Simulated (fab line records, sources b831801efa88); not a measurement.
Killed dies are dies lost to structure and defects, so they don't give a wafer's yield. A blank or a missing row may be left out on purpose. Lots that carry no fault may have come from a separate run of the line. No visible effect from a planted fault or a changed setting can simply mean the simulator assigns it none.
Which of the tools did it?	flow sfqLine	42 wafers from 14 lots sampled at 5 of the route's 325 steps

WHAT EACH GAUGE READ, for each wafer
SFQ_INCOMING_BOW_MEAS_900.
lot	measured	on	INCOMING_BOW (um)
L961	day 1 10:04	filmMetro-01	-4 -5 10
L963	day 1 20:02	filmMetro-01	-2 -8 0
L964	day 2 01:00	filmMetro-01	1 3 -2
L967	day 2 16:00	filmMetro-02	4 2 11
L969	day 3 02:01	filmMetro-03	-1 1 7
L971	day 3 12:00	filmMetro-03	10 3 -2
L972	day 3 17:00	filmMetro-01	2 13 4
L975	day 4 08:00	filmMetro-03	8 4 5
L979	day 5 04:00	filmMetro-01	3 11 -9
L980	day 5 09:01	filmMetro-03	0 2 -5
L981	day 5 14:01	filmMetro-03	-10 -7 0
L982	day 5 19:02	filmMetro-01	4 -9 -3
L983	day 6 00:02	filmMetro-01	6 -6 -19
L984	day 6 05:01	filmMetro-02	5 -3 1

SFQ_I1_OVL_MEAS_913.
lot	measured	on	I1_OVL (nm)
L961	day 24 03:55	overlay-01	12 20 7
L963	day 25 09:34	overlay-01	-5 0 0
L964	day 25 10:45	overlay-01	4 -2 -1
L967	day 26 23:40	overlay-01	-5 -7 -3
L969	day 28 02:22	overlay-01	2 3 -1
L971	day 28 08:01	overlay-01	11 12 13
L972	day 28 18:54	overlay-02	-3 0 3
L975	day 29 11:46	overlay-01	7 12 7
L979	day 36 19:59	overlay-02	0 2 9
L980	day 36 22:23	overlay-02	-1 0 -2
L981	day 37 04:23	overlay-01	84 79 78
L982	day 37 11:35	overlay-01	77 81 72
L983	day 37 23:52	overlay-01	0 2 4
L984	day 38 19:53	overlay-02	-2 5 -6

SFQ_I4_OVL_MEAS_928.
lot	measured	on	I4_OVL (nm)
L961	day 43 22:41	overlay-01	-4 1 -7
L963	day 49 12:44	overlay-01	1 7 9
L964	day 49 16:20	overlay-01	-10 -7 -16
L967	day 54 11:08	overlay-02	-8 0 -1
L969	day 55 05:08	overlay-02	5 4 4
L971	day 55 12:20	overlay-02	4 -1 2
L972	day 55 17:08	overlay-02	6 6 4
L975	day 56 20:44	overlay-01	-12 -11 -12
L979	day 58 04:08	overlay-01	7 4 5
L980	day 58 14:58	overlay-01	-6 0 1
L981	day 58 16:10	overlay-01	7 4 10
L982	day 60 05:18	overlay-01	10 11 6
L983	day 60 15:02	overlay-02	-1 0 4
L984	day 60 18:37	overlay-02	3 -3 0

WHICH TOOL RAN EACH LOT (tool, then ch and the chambers of the sampled wafers, then the start)
lot	SFQ_TRILAYER_I1_VIA_LITHO_EXPOSE_050	SFQ_TRILAYER_I1_VIA_BARC_OPEN_VIA_ETCH_071
L961	krfScanner-02 ch 0, day 24 02:59	rieDiel-02 ch 0,1, day 24 03:56
L963	krfScanner-01 ch 0, day 25 08:27	rieDiel-01 ch 0,3, day 25 09:35
L964	krfScanner-01 ch 0, day 25 09:15	rieDiel-02 ch 0,1,3, day 25 10:47
L967	krfScanner-01 ch 0, day 26 22:10	rieDiel-01 ch 1,3, day 26 23:41
L969	krfScanner-02 ch 0, day 28 01:04	rieDiel-04 ch 0,2,3, day 28 02:24
L971	krfScanner-02 ch 0, day 28 06:30	rieDiel-04 ch 1,2,3, day 28 08:04
L972	krfScanner-02 ch 0, day 28 17:24	rieDiel-01 ch 1,2,3, day 28 18:56
L975	krfScanner-02 ch 0, day 29 10:16	rieDiel-01 ch 0,2,3, day 29 11:48
L979	krfScanner-01 ch 0, day 36 18:29	rieDiel-01 ch 0,1,2, day 36 20:01
L980	krfScanner-01 ch 0, day 36 21:05	rieDiel-02 ch 0,2,3, day 36 22:25
L981	krfScanner-01 ch 0, day 37 03:05	rieDiel-04 ch 1,2,3, day 37 04:25
L982	krfScanner-01 ch 0, day 37 10:29	rieDiel-02 ch 2,3, day 37 11:37
L983	krfScanner-02 ch 0, day 37 22:45	rieDiel-01 ch 2,3, day 37 23:53
L984	krfScanner-02 ch 0, day 38 18:34	rieDiel-01 ch 0,3, day 38 19:55
- SFQ_TRILAYER_I1_VIA_LITHO_EXPOSE_050: exposes mask I1, target cd 500 nm.
- SFQ_TRILAYER_I1_VIA_BARC_OPEN_VIA_ETCH_071: etches BARC in O2, target depth 125 nm, time 41.7 s.

WHAT THE TOOLS THEMSELVES READ (means of the sampled wafers that have a number; where no wafer has one, the mark that the record gives instead)
SFQ_TRILAYER_I1_VIA_LITHO_EXPOSE_050.
lot	tool	exposureDoseMJCm2
L961	krfScanner-02	21.305
L963	krfScanner-01	21.312
L964	krfScanner-01	21.317
L967	krfScanner-01	21.318
L969	krfScanner-02	21.301
L971	krfScanner-02	21.288
L972	krfScanner-02	21.296
L975	krfScanner-02	21.299
L979	krfScanner-01	21.283
L980	krfScanner-01	21.300
L981	krfScanner-01	21.317
L982	krfScanner-01	21.313
L983	krfScanner-02	21.299
L984	krfScanner-02	21.302

SFQ_TRILAYER_I1_VIA_BARC_OPEN_VIA_ETCH_071.
lot	tool	drypumpMotorCurrentA (A)	oesProductAu (a.u.)
L961	rieDiel-02	6.2	0.684
L963	rieDiel-01	4.8	0.684
L964	rieDiel-02	5.9	0.683
L967	rieDiel-01	5.2	0.687
L969	rieDiel-04	6.0	0.683
L971	rieDiel-04	5.7	0.685
L972	rieDiel-01	5.4	0.685
L975	rieDiel-01	5.0	0.686
L979	rieDiel-01	5.4	0.687
L980	rieDiel-02	5.6	0.686
L981	rieDiel-04	5.7	0.687
L982	rieDiel-02	5.5	0.685
L983	rieDiel-01	5.0	0.684
L984	rieDiel-01	4.8	0.683

THE ANSWER, worked out from the rows above alone
Rule: the lots themselves supply what counts as usual. Put in order of their means at a reading, lots are off if they are a third of the lots or fewer, leave a main group of 4 or more, and stand apart from it by a gap of 3 or more times the standard deviation of the main group's means; of several such gaps the widest counts. The tables above print the reading to a certain number of digits; a main group whose means all agree to those digits is not used. A lot without any number at a reading at which 4 lots or more have one is off too. The other lots that the step has rows for count as sound. After the gauges, taken in route order, come the tools' own readings; for these a lot's mean is taken, as printed above. The first step at which some lot is off is used, and at that step the reading that is off furthest; a lot without a number counts as furthest.
Off: L981, L982, seen at SFQ_I1_OVL_MEAS_913 (I1_OVL). Mean 3 nm and standard deviation 5.4 in the main group.
If a tool, at a process step before that reading, ran all the lots that are off and no sound lot after the first of them, it fits. The gauges at SFQ_I1_OVL_MEAS_913 are tried like those tools. One candidate fits, namely krfScanner-01 at SFQ_TRILAYER_I1_VIA_LITHO_EXPOSE_050. A fault onset in the window from L980 (day 36 21:05, its last sound lot) to L981 (day 37 03:05, its first lot off) fits.

WHAT HAD BEEN PUT IN BY THE SIMULATOR
Scanner matching overlay: krfScanner-01, from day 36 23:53 on, at SFQ_TRILAYER_I1_VIA_LITHO_EXPOSE_050. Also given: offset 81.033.
Shown lots that were struck: L981, L982. This agrees with what the rule above found.
